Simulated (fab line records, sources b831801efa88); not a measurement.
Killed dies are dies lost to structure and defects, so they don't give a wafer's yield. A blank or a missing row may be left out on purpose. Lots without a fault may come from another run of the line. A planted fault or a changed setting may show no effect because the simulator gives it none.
fab line records | flow sky130
record lots=14 wafers=42 last_day=50
route steps=708 shown GATE_OXIDE@200 LDD_N@240 LDD_P@259
lots that met no fault: from a run of the same line without faults
start_h: hours from the record's first day to the start of the lot's first wafer shown | wait_h: hours since the lot's step before | " the same as in the row above | L1.1+2: a row that stands for several wafers | - no value, or no start given | * or withheld: withheld | < > ~ a bound
route shown NAME@n: a module of which the file shows steps, and the number in the route of the first | usual: mean/standard deviation of fault-free wafers | same: alike in all rows | chamber/n: place in a boat | sites: the reading at each site | _std_site: their standard deviation | _edge_site: outer sites' mean less inner sites' | radius_mm: how far each site lies from the wafer's centre | mask NAME#n: copy n | behind: the tool/chamber that last shaped the wafer | hold: why the lot was held/for how many hours/how that ended | device: the transistor (n, p or np) that didn't switch | end of line: the same wafers' tests at the end of the route | a step without rows: its recipe alone | killed: dies lost to structure and defects at the first sort, not the wafer's yield | map: a wafer's dies, x killed, . not, _ none there
set.NAME: the setting as run; set.NAME@STEP: as run at that earlier step | model.NAME: the simulator's own value behind a step, which no gauge read
steps of the route over a sample of lots; a table a step, a row a wafer
services: from which hour (start_h, from the record's first day; less than 0 if before it) a tool's chamber was out of use, for how many hours, and why
## steps
# step SKY_GATE_OXIDE_STRIP_13
# recipe chemistry=O2/N2 power_w=1400 pressure_mtorr=1500 platen_temp_c=withheld o2_flow_sccm=3000 n2_flow_sccm=300 overash_fraction=0.5
# usual drypump_motor_current_A=6.1/0.31 oes_product_au=0.716/0.0043 strip_time_to_endpoint_s=14.17/0.038
# columns lot.wafer tool chamber start_h wait_h drypump_motor_current_A oes_product_au rf_hours_counter_h strip_time_to_endpoint_s
L999.2 plasma_asher-04 0 304.92 0.0 5.7 0.708 58 14.21
L999.3 " 1 " " 5.9 0.717 - 14.12
L999.4 " 0 " " 5.8 0.715 - 14.21
L103.2 plasma_asher-04 0 339.41 0.0 5.8 0.712 62 14.19
L103.3 " 1 " " 5.9 0.722 - 14.19
L103.5 " 1 " " 5.9 0.724 - 14.18
L104.1 plasma_asher-01 1 347.32 0.0 6.4 0.712 22 14.18
L104.3 " 1 " " 6.4 0.724 - 14.18
L104.6 " 1 " " 6.4 0.713 - 14.14
L106.1 plasma_asher-04 1 367.56 0.0 5.9 0.713 65 14.15
L106.3 " 0 " " 5.8 0.712 - 14.10
L106.4 " 1 " " 5.9 0.709 - 14.10
L107.4 plasma_asher-04 0 379.59 0.0 5.8 0.711 - 14.21
L107.5 " 0 " " 5.8 0.714 - 14.21
L107.6 " 1 " " 5.9 0.721 - 14.18
L110.1 plasma_asher-02 0 403.67 0.0 6.7 0.715 68 14.19
L110.4 " 0 " " 6.7 0.726 - 14.20
L110.5 " 0 " " 6.7 0.714 - 14.18
L113.3 plasma_asher-01 0 433.44 0.0 6.1 0.713 - 14.12
L113.5 " 0 " " 6.1 0.713 - 14.13
L113.6 " 1 " " 6.4 0.721 - 14.10
L114.1 plasma_asher-02 1 434.46 0.0 6.1 0.717 71 14.14
L114.3 " 0 " " 6.7 0.717 - 14.16
L114.6 " 0 " " 6.7 0.723 - 14.14
L116.1 plasma_asher-02 1 450.81 0.0 6.1 0.705 73 14.20
L116.2 " 0 " " 6.7 0.714 73 14.20
L116.5 " 1 " " 6.1 0.711 - 14.14
L117.1 plasma_asher-02 1 456.86 0.0 6.0 0.719 74 14.14
L117.3 " 0 " " 6.7 0.721 - 14.13
L117.6 " 1 " " 6.1 0.721 - 14.13
L119.2 plasma_asher-01 0 475.26 0.0 6.0 0.720 35 14.17
L119.3 " 1 " " 6.4 0.718 - 14.13
L119.4 " 0 " " 6.0 0.720 - 14.17
L120.1 plasma_asher-01 1 486.76 0.0 6.4 0.719 37 14.15
L120.5 " 1 " " 6.4 0.718 - 14.13
L120.6 " 0 " " 6.0 0.715 - 14.15
L121.2 plasma_asher-02 1 492.22 0.0 6.1 0.721 77 14.23
L121.4 " 1 " " 6.1 0.715 - 14.20
L121.6 " 1 " " 6.1 0.719 - 14.26
L122.1 plasma_asher-04 0 499.81 0.0 5.8 0.713 7 14.20
L122.3 " 0 " " 5.8 0.722 - 14.22
L122.6 " 1 " " 5.9 0.718 - 14.19
# step SKY_LDD_N_SOFTBAKE_03
# recipe temp_c=90 time_s=62.91 resist=NOVOLAK
# usual plate_sensor_t_centre_C=90.755/0.0098 plate_sensor_t_edge_C=90.829/0.0087
# columns lot.wafer tool chamber start_h wait_h plate_sensor_t_centre_C plate_sensor_t_edge_C
L999.2 litho_track-03 0 383.40 0.1 90.762 90.83
L999.3 " 0 " " 90.742 90.827
L999.4 " 0 " " 90.747 90.823
L103.2 litho_track-03 0 420.10 0.1 90.772 90.831
L103.3 " 0 " " 90.759 90.831
L103.5 " 0 " " 90.743 90.841
L104.1 litho_track-04 0 428.81 0.1 90.752 90.824
L104.3 " 0 " " 90.754 90.823
L104.6 " 0 " " 90.765 90.828
L106.1 litho_track-01 0 450.07 0.1 90.767 90.821
L106.3 " 0 " " 90.758 90.828
L106.4 " 0 " " 90.747 90.843
L107.4 litho_track-04 0 461.34 0.1 90.760 90.826
L107.5 " 0 " " 90.744 90.831
L107.6 " 0 " " 90.754 90.817
L110.1 litho_track-04 0 487.61 0.1 90.741 90.823
L110.4 " 0 " " 90.758 90.824
L110.5 " 0 " " 90.761 90.82
L114.1 litho_track-04 0 517.76 0.1 90.755 90.841
L114.3 " 0 " " 90.738 90.823
L114.6 " 0 " " 90.761 90.838
L113.3 litho_track-01 0 518.12 0.1 90.768 90.816
L113.5 " 0 " " 90.756 90.833
L113.6 " 0 " " 90.755 90.821
L116.1 litho_track-04 0 540.11 0.1 90.768 90.823
L116.2 " 0 " " 90.767 90.842
L116.5 " 0 " " 90.759 90.833
L117.1 litho_track-03 0 540.78 0.1 90.747 90.82
L117.3 " 0 " " 90.766 90.818
L117.6 " 0 " " 90.758 90.84
L119.2 litho_track-03 0 557.35 0.1 90.758 90.819
L119.3 " 0 " " 90.746 90.836
L119.4 " 0 " " 90.774 90.829
L120.1 litho_track-03 0 568.52 0.1 90.744 90.828
L120.5 " 0 " " 90.749 90.827
L120.6 " 0 " " 90.746 90.826
L121.2 litho_track-04 0 574.04 0.1 90.754 90.832
L121.4 " 0 " " 90.778 90.83
L121.6 " 0 " " 90.768 90.832
L122.1 litho_track-04 0 583.06 0.1 90.755 90.831
L122.3 " 0 " " 90.761 90.819
L122.6 " 0 " " 90.759 90.823
# step SKY_LDD_P_EXPOSE_04
# recipe mask_id=PSDM na=0.6 source_shape=conventional sigma_outer=0.6 polarization=unpolarized target_cd_nm=380 dose_mj=138
# usual exposure_dose_mJ_cm2=137.78/0.14 focus_offset_nm=0.0/0.52 stage_vel_mm_s=500.00/0.26
# columns lot.wafer tool chamber start_h wait_h mask exposure_dose_mJ_cm2 focus_offset_nm stage_vel_mm_s
L999.2 iline_stepper-01 0 413.64 - PSDM#0 137.50 0.7 499.99
L999.3 " 0 " " PSDM#0 137.72 -0.2 499.98
L999.4 " 0 " " PSDM#0 137.60 1.0 499.84
L103.2 iline_stepper-02 0 452.66 - PSDM#0 137.83 0.2 499.38
L103.3 " 0 " " PSDM#0 137.87 0.1 500.11
L103.5 " 0 " " PSDM#0 137.97 -0.1 499.98
L104.1 iline_stepper-01 0 460.35 - PSDM#0 137.70 1.2 499.64
L104.3 " 0 " " PSDM#0 137.62 -0.5 499.99
L104.6 " 0 " " PSDM#0 137.90 -0.8 500.20
L106.1 iline_stepper-02 0 481.87 - PSDM#0 137.74 0.8 500.42
L106.3 " 0 " " PSDM#0 137.90 0.3 500.24
L106.4 " 0 " " PSDM#0 137.86 0.3 500.39
L107.4 iline_stepper-02 0 493.47 - PSDM#0 137.98 0.5 500.48
L107.5 " 0 " " PSDM#0 138.05 0.4 500.19
L107.6 " 0 " " PSDM#0 138.11 -0.4 499.89
L110.1 iline_stepper-01 0 519.00 - PSDM#0 137.88 -1.1 499.75
L110.4 " 0 " " PSDM#0 137.74 -0.2 500.09
L110.5 " 0 " " PSDM#0 137.78 -0.1 499.69
L114.1 iline_stepper-02 - 549.00 - PSDM#0 - - -
L114.3 " - " " PSDM#0 - - -
L114.6 " - " " PSDM#0 - - -
L113.3 iline_stepper-02 - 549.66 - PSDM#0 - - -
L113.5 " - " " PSDM#0 - - -
L113.6 " - " " PSDM#0 - - -
L116.1 iline_stepper-01 0 570.07 - PSDM#0 137.86 -0.2 500.03
L116.2 " 0 " " PSDM#0 137.80 -0.2 499.62
L116.5 " 0 " " PSDM#0 137.63 -0.7 499.85
L117.1 iline_stepper-01 0 571.19 - PSDM#0 137.87 -0.9 500.09
L117.3 " 0 " " PSDM#0 137.74 -0.2 499.79
L117.6 " 0 " " PSDM#0 137.80 -0.2 499.93
L119.2 iline_stepper-02 0 588.36 - PSDM#0 137.90 -0.6 500.60
L119.3 " 0 " " PSDM#0 137.81 0.0 500.35
L119.4 " 0 " " PSDM#0 137.96 0.3 500.03
L120.1 iline_stepper-02 0 598.77 - PSDM#0 137.84 -0.2 499.92
L120.5 " 0 " " PSDM#0 137.84 0.1 500.41
L120.6 " 0 " " PSDM#0 138.01 0.1 500.46
L121.2 iline_stepper-02 0 604.34 - PSDM#0 137.75 0.1 499.84
L121.4 " 0 " " PSDM#0 137.68 -0.2 499.78
L121.6 " 0 " " PSDM#0 137.95 -0.3 500.10
L122.1 iline_stepper-01 0 613.00 - PSDM#0 137.65 0.2 499.70
L122.3 " 0 " " PSDM#0 137.77 -0.1 499.90
L122.6 " 0 " " PSDM#0 137.70 0.1 499.79
# step SKY_LDD_P_STRIP_10
# recipe chemistry=O2/N2 power_w=1400 pressure_mtorr=1500 platen_temp_c=withheld o2_flow_sccm=3000 n2_flow_sccm=300 overash_fraction=0.5
# usual drypump_motor_current_A=6.1/0.32 oes_product_au=0.716/0.0047 strip_time_to_endpoint_s=14.16/0.042
# columns lot.wafer tool chamber start_h wait_h drypump_motor_current_A oes_product_au rf_hours_counter_h strip_time_to_endpoint_s
L999.2 plasma_asher-01 0 428.23 0.1 6.0 0.720 31 14.16
L999.3 " 0 " " 6.0 0.714 - 14.21
L999.4 " 1 " " 6.4 0.707 - 14.19
L103.2 plasma_asher-04 1 467.63 0.1 5.9 0.716 3 14.18
L103.3 " 1 " " 5.9 0.717 - 14.17
L103.5 " 0 " " 5.7 0.707 - 14.13
L104.1 plasma_asher-02 1 474.98 0.1 6.1 0.713 75 14.12
L104.3 " 0 " " 6.7 0.711 - 14.14
L104.6 " 0 " " 6.7 0.715 - 14.14
L106.1 plasma_asher-04 1 497.28 0.1 5.9 0.718 6 14.17
L106.3 " 1 " " 5.9 0.717 - 14.16
L106.4 " 0 " " 5.8 0.711 - 14.14
L107.4 plasma_asher-04 0 508.41 0.1 5.8 0.716 - 14.17
L107.5 " 0 " " 5.8 0.722 - 14.13
L107.6 " 1 " " 5.9 0.715 - 14.15
L110.1 plasma_asher-04 1 534.41 0.1 5.9 0.726 10 14.17
L110.4 " 0 " " 5.8 0.707 - 14.16
L110.5 " 0 " " 5.8 0.721 - 14.17
L114.1 plasma_asher-02 0 564.73 0.1 6.7 0.717 85 14.14
L114.3 " 0 " " 6.7 0.716 - 14.16
L114.6 " 0 " " 6.7 0.716 - 14.08
L113.3 plasma_asher-01 0 565.06 0.1 6.0 0.715 - 14.19
L113.5 " 1 " " 6.4 0.717 - 14.15
L113.6 " 0 " " 6.0 0.708 - 14.17
L116.1 plasma_asher-02 0 585.08 0.1 6.7 0.720 87 14.14
L116.2 " 1 " " 6.1 0.716 87 14.17
L116.5 " 0 " " 6.7 0.727 - 14.17
L117.1 plasma_asher-02 1 586.13 0.1 6.1 0.724 87 14.20
L117.3 " 0 " " 6.7 0.724 - 14.19
L117.6 " 1 " " 6.1 0.725 - 14.20
L119.2 plasma_asher-01 1 603.08 0.1 6.4 0.717 48 14.24
L119.3 " 0 " " 6.0 0.713 - 14.21
L119.4 " 1 " " 6.4 0.716 - 14.25
L120.1 plasma_asher-04 1 614.13 0.1 5.9 0.713 19 14.18
L120.5 " 0 " " 5.8 0.719 - 14.19
L120.6 " 1 " " 5.9 0.717 - 14.24
L121.2 plasma_asher-02 0 619.38 0.1 6.7 0.722 90 14.21
L121.4 " 0 " " 6.7 0.717 - 14.18
L121.6 " 1 " " 6.1 0.708 - 14.19
L122.1 plasma_asher-02 0 626.73 0.1 6.7 0.717 91 14.12
L122.3 " 0 " " 6.7 0.714 - 14.14
L122.6 " 1 " " 6.1 0.717 - 14.13
## services
# columns tool chamber start_h hours kind
plasma_asher-02 - 282.22 0.6 repair
iline_stepper-02 - 295.85 1.4 repair
plasma_asher-01 - 299.56 13.6 repair
iline_stepper-01 0 311.50 - calibration
plasma_asher-04 - 315.32 3.6 repair
plasma_asher-02 - 336.46 6.8 repair
plasma_asher-02 - 359.83 21.6 repair
iline_stepper-01 - 392.67 1.7 pm
iline_stepper-02 0 396.55 - calibration
iline_stepper-02 - 405.78 1.7 pm
plasma_asher-04 - 421.25 9.0 pm
plasma_asher-04 0 421.25 9.0 vent_cycle
plasma_asher-04 1 421.25 9.0 vent_cycle
plasma_asher-04 0 430.25 - clean
plasma_asher-04 1 430.25 - clean
iline_stepper-01 0 535.29 - calibration
plasma_asher-01 - 535.73 2.8 pm
iline_stepper-01 - 559.23 0.6 repair
plasma_asher-01 - 610.56 3.6 repair
iline_stepper-01 - 610.85 1.7 pm
iline_stepper-02 0 621.97 - calibration
iline_stepper-02 - 623.96 1.7 pm
## key
first_sign step=SKY_LDD_P_EXPOSE_04 reading=tool_record direction=missing
effect none on later readings
met_at SKY_LDD_P_EXPOSE_04
struck_lots L113,L114
sort_left_out L113.3,L113.5,L113.6,L114.1,L114.3,L114.6
tester_left_out L113,L114
not_acting_at SKY_GATE_OXIDE_STRIP_13,SKY_LDD_N_SOFTBAKE_03,SKY_LDD_P_STRIP_10
onset_between 493.47 549.00
fault kind=skipped_step_whole tool=iline_stepper-02 chamber=- onset_h=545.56 steps=SKY_LDD_P_EXPOSE_04 scope=struck_lots_only
# tester_left_out: of these lots the tester's yield and bins aren't shown, on N5 and GAA mostly nor the transistor test; their killed dies are dies lost to structure and defects alone, not to doping, threshold or leakage, so they don't give the yield
# sort_left_out: the simulated sort isn't trusted on such a fault, so these wafers' sort isn't shown, and their yield isn't known
